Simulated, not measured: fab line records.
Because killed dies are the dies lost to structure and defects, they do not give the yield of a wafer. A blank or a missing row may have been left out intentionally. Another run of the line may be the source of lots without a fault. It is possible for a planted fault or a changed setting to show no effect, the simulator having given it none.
The tool behind it: which one? / flow gf180mcu / 13 lots, 38 wafers sampled, at 3 steps of a route of 602

## WHAT THE GAUGES SHOWED, per wafer
GF_SALICIDE_RS_MEAS_04: measures by four-point-probe. Usual: SALICIDE_TIN_RS typically reads 16.23 ohm/sq, with standard deviation 0.29.
lot=L489; measured=day 15 02:28; on=film metro-04; SALICIDE_TIN_RS (ohm/sq)=15.85 15.65; flag=
lot=L490; measured=day 15 07:43; on=film metro-02; SALICIDE_TIN_RS (ohm/sq)=16.16 16.29 16.39; flag=
lot=L493; measured=day 16 10:28; on=film metro-02; SALICIDE_TIN_RS (ohm/sq)=15.91 15.89 15.93; flag=
lot=L497; measured=day 17 19:51; on=film metro-04; SALICIDE_TIN_RS (ohm/sq)=55.67 55.08 55.40; flag=OFF
lot=L498; measured=day 18 12:09; on=film metro-02; SALICIDE_TIN_RS (ohm/sq)=56.06 56.78 55.92; flag=OFF
lot=L500; measured=day 19 04:38; on=film metro-01; SALICIDE_TIN_RS (ohm/sq)=16.57 16.66 16.35; flag=
lot=L503; measured=day 20 04:22; on=film metro-02; SALICIDE_TIN_RS (ohm/sq)=16.69 16.47 16.52; flag=
lot=L505; measured=day 20 19:11; on=film metro-02; SALICIDE_TIN_RS (ohm/sq)=16.23 16.32 16.34; flag=
lot=L506; measured=day 21 03:05; on=film metro-04; SALICIDE_TIN_RS (ohm/sq)=16.44 16.48 16.18; flag=
lot=L507; measured=day 21 06:29; on=film metro-01; SALICIDE_TIN_RS (ohm/sq)=16.32 15.93 16.01; flag=
lot=L509; measured=day 22 06:28; on=film metro-01; SALICIDE_TIN_RS (ohm/sq)=16.58 16.63 16.42; flag=
lot=L511; measured=day 23 08:29; on=film metro-02; SALICIDE_TIN_RS (ohm/sq)=16.24 15.79 15.88; flag=
lot=L512; measured=day 23 10:08; on=film metro-04; SALICIDE_TIN_RS (ohm/sq)=16.07 15.72 16.06; flag=

## WHICH TOOL RAN EACH LOT (tool, then ch and the chambers of the sampled wafers, then the start)
lot=L489; GF_PSD_STRIP_10=plasma asher-02 ch 1, day 14 04:32; GF_SALICIDE_SPUTTER_02=pvd sputter-01, day 15 02:23
lot=L490; GF_PSD_STRIP_10=plasma asher-02 ch 0,1, day 14 09:19; GF_SALICIDE_SPUTTER_02=pvd sputter-02, day 15 07:38
lot=L493; GF_PSD_STRIP_10=plasma asher-04 ch 0,1, day 15 12:11; GF_SALICIDE_SPUTTER_02=pvd sputter-01, day 16 10:23
lot=L497; GF_PSD_STRIP_10=plasma asher-02 ch 0,1, day 16 20:47; GF_SALICIDE_SPUTTER_02=pvd sputter-03, day 17 19:47
lot=L498; GF_PSD_STRIP_10=plasma asher-03 ch 0, day 17 11:25; GF_SALICIDE_SPUTTER_02=pvd sputter-01, day 18 12:04
lot=L500; GF_PSD_STRIP_10=plasma asher-03 ch 0,1, day 18 03:41; GF_SALICIDE_SPUTTER_02=pvd sputter-02, day 19 04:35
lot=L503; GF_PSD_STRIP_10=plasma asher-02 ch 0,1, day 19 03:25; GF_SALICIDE_SPUTTER_02=pvd sputter-01, day 20 04:16
lot=L505; GF_PSD_STRIP_10=plasma asher-04 ch 0,1, day 19 18:44; GF_SALICIDE_SPUTTER_02=pvd sputter-01, day 20 19:06
lot=L506; GF_PSD_STRIP_10=plasma asher-02 ch 0,1, day 20 02:43; GF_SALICIDE_SPUTTER_02=pvd sputter-02, day 21 02:58
lot=L507; GF_PSD_STRIP_10=plasma asher-04 ch 0,1, day 20 06:01; GF_SALICIDE_SPUTTER_02=pvd sputter-01, day 21 06:25
lot=L509; GF_PSD_STRIP_10=plasma asher-03 ch 0,1, day 21 06:25; GF_SALICIDE_SPUTTER_02=pvd sputter-01, day 22 06:22
lot=L511; GF_PSD_STRIP_10=plasma asher-04 ch 0,1, day 22 08:37; GF_SALICIDE_SPUTTER_02=pvd sputter-03, day 23 08:25
lot=L512; GF_PSD_STRIP_10=plasma asher-03 ch 1, day 22 09:50; GF_SALICIDE_SPUTTER_02=pvd sputter-03, day 23 10:04
- GF_PSD_STRIP_10: strips in O2/N2.
- GF_SALICIDE_SPUTTER_02: material Co, target thk 10 nm, time 20 s.

## AS READ BY THE TOOLS THEMSELVES (means over the sampled wafers that have a number; for cases with no such wafer, the mark the record gives instead)
GF_PSD_STRIP_10. Usual: drypump motor current A 5.6 A, standard deviation 0.33; heater power w 320 W, standard deviation 22; o2 flow sccm 2999 sccm, standard deviation 9.2; oes product au 0.592 a.u., standard deviation 0.0043; strip time to endpoint s 16.60 s, standard deviation 0.032.
lot=L489; tool=plasma asher-02; drypump motor current A (A)=5.9; heater power w (W)=306; o2 flow sccm (sccm)=2994; oes product au (a.u.)=0.595; strip time to endpoint s (s)=16.63; flag=
lot=L490; tool=plasma asher-02; drypump motor current A (A)=5.6; heater power w (W)=327; o2 flow sccm (sccm)=2999; oes product au (a.u.)=0.593; strip time to endpoint s (s)=16.63; flag=
lot=L493; tool=plasma asher-04; drypump motor current A (A)=6.0; heater power w (W)=294; o2 flow sccm (sccm)=2985; oes product au (a.u.)=0.592; strip time to endpoint s (s)=16.60; flag=
lot=L497; tool=plasma asher-02; drypump motor current A (A)=5.6; heater power w (W)=327; o2 flow sccm (sccm)=2998; oes product au (a.u.)=0.595; strip time to endpoint s (s)=16.61; flag=
lot=L498; tool=plasma asher-03; drypump motor current A (A)=5.4; heater power w (W)=353; o2 flow sccm (sccm)=2998; oes product au (a.u.)=0.595; strip time to endpoint s (s)=16.57; flag=
lot=L500; tool=plasma asher-03; drypump motor current A (A)=5.3; heater power w (W)=343; o2 flow sccm (sccm)=3002; oes product au (a.u.)=0.590; strip time to endpoint s (s)=16.56; flag=
lot=L503; tool=plasma asher-02; drypump motor current A (A)=5.8; heater power w (W)=323; o2 flow sccm (sccm)=3012; oes product au (a.u.)=0.599; strip time to endpoint s (s)=16.64; flag=
lot=L505; tool=plasma asher-04; drypump motor current A (A)=5.8; heater power w (W)=304; o2 flow sccm (sccm)=3005; oes product au (a.u.)=0.591; strip time to endpoint s (s)=16.56; flag=
lot=L506; tool=plasma asher-02; drypump motor current A (A)=5.8; heater power w (W)=321; o2 flow sccm (sccm)=3003; oes product au (a.u.)=0.593; strip time to endpoint s (s)=16.62; flag=
lot=L507; tool=plasma asher-04; drypump motor current A (A)=5.9; heater power w (W)=294; o2 flow sccm (sccm)=3006; oes product au (a.u.)=0.590; strip time to endpoint s (s)=16.57; flag=
lot=L509; tool=plasma asher-03; drypump motor current A (A)=5.3; heater power w (W)=335; o2 flow sccm (sccm)=2995; oes product au (a.u.)=0.594; strip time to endpoint s (s)=16.59; flag=
lot=L511; tool=plasma asher-04; drypump motor current A (A)=5.9; heater power w (W)=295; o2 flow sccm (sccm)=2994; oes product au (a.u.)=0.590; strip time to endpoint s (s)=16.58; flag=
lot=L512; tool=plasma asher-03; drypump motor current A (A)=5.2; heater power w (W)=323; o2 flow sccm (sccm)=3006; oes product au (a.u.)=0.597; strip time to endpoint s (s)=16.63; flag=

GF_SALICIDE_SPUTTER_02. Usual: cathode dc power W 999.97 W, standard deviation 0.2; chamber pressure pa 0.4001 Pa, standard deviation 0.00081; throttle valve pct 30.2 %, standard deviation 0.99.
lot=L489; tool=pvd sputter-01; cathode dc power W (W)=1000.00; chamber pressure pa (Pa)=0.3988; throttle valve pct (%)=30.2; flag=
lot=L490; tool=pvd sputter-02; cathode dc power W (W)=999.86; chamber pressure pa (Pa)=0.4006; throttle valve pct (%)=30.4; flag=
lot=L493; tool=pvd sputter-01; cathode dc power W (W)=1000.02; chamber pressure pa (Pa)=0.4008; throttle valve pct (%)=30.6; flag=
lot=L497; tool=pvd sputter-03; cathode dc power W (W)=-; chamber pressure pa (Pa)=-; throttle valve pct (%)=-; flag=OFF
lot=L498; tool=pvd sputter-01; cathode dc power W (W)=-; chamber pressure pa (Pa)=-; throttle valve pct (%)=-; flag=OFF
lot=L500; tool=pvd sputter-02; cathode dc power W (W)=999.87; chamber pressure pa (Pa)=0.4000; throttle valve pct (%)=30.1; flag=
lot=L503; tool=pvd sputter-01; cathode dc power W (W)=999.92; chamber pressure pa (Pa)=0.3995; throttle valve pct (%)=29.6; flag=
lot=L505; tool=pvd sputter-01; cathode dc power W (W)=999.85; chamber pressure pa (Pa)=0.4001; throttle valve pct (%)=29.5; flag=
lot=L506; tool=pvd sputter-02; cathode dc power W (W)=1000.03; chamber pressure pa (Pa)=0.3997; throttle valve pct (%)=30.1; flag=
lot=L507; tool=pvd sputter-01; cathode dc power W (W)=999.77; chamber pressure pa (Pa)=0.3996; throttle valve pct (%)=30.0; flag=
lot=L509; tool=pvd sputter-01; cathode dc power W (W)=1000.03; chamber pressure pa (Pa)=0.4004; throttle valve pct (%)=30.3; flag=
lot=L511; tool=pvd sputter-03; cathode dc power W (W)=1000.12; chamber pressure pa (Pa)=0.3995; throttle valve pct (%)=29.8; flag=
lot=L512; tool=pvd sputter-03; cathode dc power W (W)=1000.02; chamber pressure pa (Pa)=0.4004; throttle valve pct (%)=30.9; flag=

## THE ANSWER, worked out from the rows above alone
Rule: lot off if the mean of its wafers having a number is beyond 3 standard deviations from the usual mean. Also off: a lot with no number at a reading for which 4 or more lots have one. The other lots that the step has rows for count as sound. The gauges are gone through in route order, then the tools' own readings, and for those a lot's mean is taken as printed above. At the first step where some lot is off, the reading lying furthest off is the one used; lots without a number count as furthest.
Off: L497, L498, at GF_SALICIDE_RS_MEAS_04 (SALICIDE_TIN_RS).
A tool fits if, at a process step before that reading, it ran every lot that is off, and no sound lot after the first of them. The gauges at GF_SALICIDE_RS_MEAS_04 aren't tried: what is off there is off at GF_SALICIDE_SPUTTER_02 too, on other tools, and a gauge's error can't cause that. No candidate that was tried fits.

## WHAT THE SIMULATOR PUT IN
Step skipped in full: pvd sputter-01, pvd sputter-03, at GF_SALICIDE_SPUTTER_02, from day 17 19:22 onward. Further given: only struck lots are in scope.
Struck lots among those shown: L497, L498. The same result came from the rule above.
